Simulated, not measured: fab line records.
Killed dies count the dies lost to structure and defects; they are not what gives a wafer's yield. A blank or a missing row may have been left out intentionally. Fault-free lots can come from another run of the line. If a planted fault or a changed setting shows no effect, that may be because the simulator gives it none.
2 desks, one fault -- flow sfq-line -- numbers are kept per desk, each desk with only its own; the story behind them comes last

## AT THE TOOL OWNER'S DESK: rie-diel-02
The tool's own readings at SFQ_TRILAYER_I7_VIA_BARC_OPEN_VIA_ETCH_260 (etches BARC in O2, target depth 125 nm, time 41.7 s): means of the sampled wafers that have a number, for each lot that ran on this tool. Any lot whose mean is over 4 standard deviations away from the usual mean is out of limits and marked OUT; that distance is given in the brackets.
Columns: A = drypump-motor-current-A at SFQ_TRILAYER_I7_VIA_BARC_OPEN_VIA_ETCH_260, usual 5.7 A; B = oes-product-au at SFQ_TRILAYER_I7_VIA_BARC_OPEN_VIA_ETCH_260, usual 0.685 a.u.
lot,first seen here,A,B
L990,day 78 21:13,5.7,0.683
L991,day 78 23:43,5.2,0.687
L992,day 79 06:39,5.6,0.683
L993,day 79 11:00,6.1,0.684
This desk found nothing out of limits on any of the 4 lots.

## FROM THE METROLOGY DESK
What the gauges read, lot by lot, whatever tool the lot ran on: means of the sampled wafers that have a number. Any lot whose mean is over 4 standard deviations away from the usual mean is out of limits and marked OUT; that distance is given in the brackets.
Columns: A = I7_BOW at SFQ_I7_BOW_MEAS_946, usual 7 um; B = I7_OVL at SFQ_I7_OVL_MEAS_947, usual 0 nm
lot,first seen here,A,B
L978,day 70 00:40,16,-2
L990,day 74 07:08,10,1
L991,day 74 11:37,26,0
L992,day 74 20:37,3,0
L993,day 75 01:07,-7,-8
L999,day 76 16:44,26,-2
L101,day 77 03:19,1,-10
This desk found nothing out of limits on any of the 7 lots.

## TAKEN TOGETHER
The tool owner's desk saw nothing out of limits.
At the metrology desk, nothing out of limits was observed.

## WHAT HAD BEEN PUT IN BY THE SIMULATOR
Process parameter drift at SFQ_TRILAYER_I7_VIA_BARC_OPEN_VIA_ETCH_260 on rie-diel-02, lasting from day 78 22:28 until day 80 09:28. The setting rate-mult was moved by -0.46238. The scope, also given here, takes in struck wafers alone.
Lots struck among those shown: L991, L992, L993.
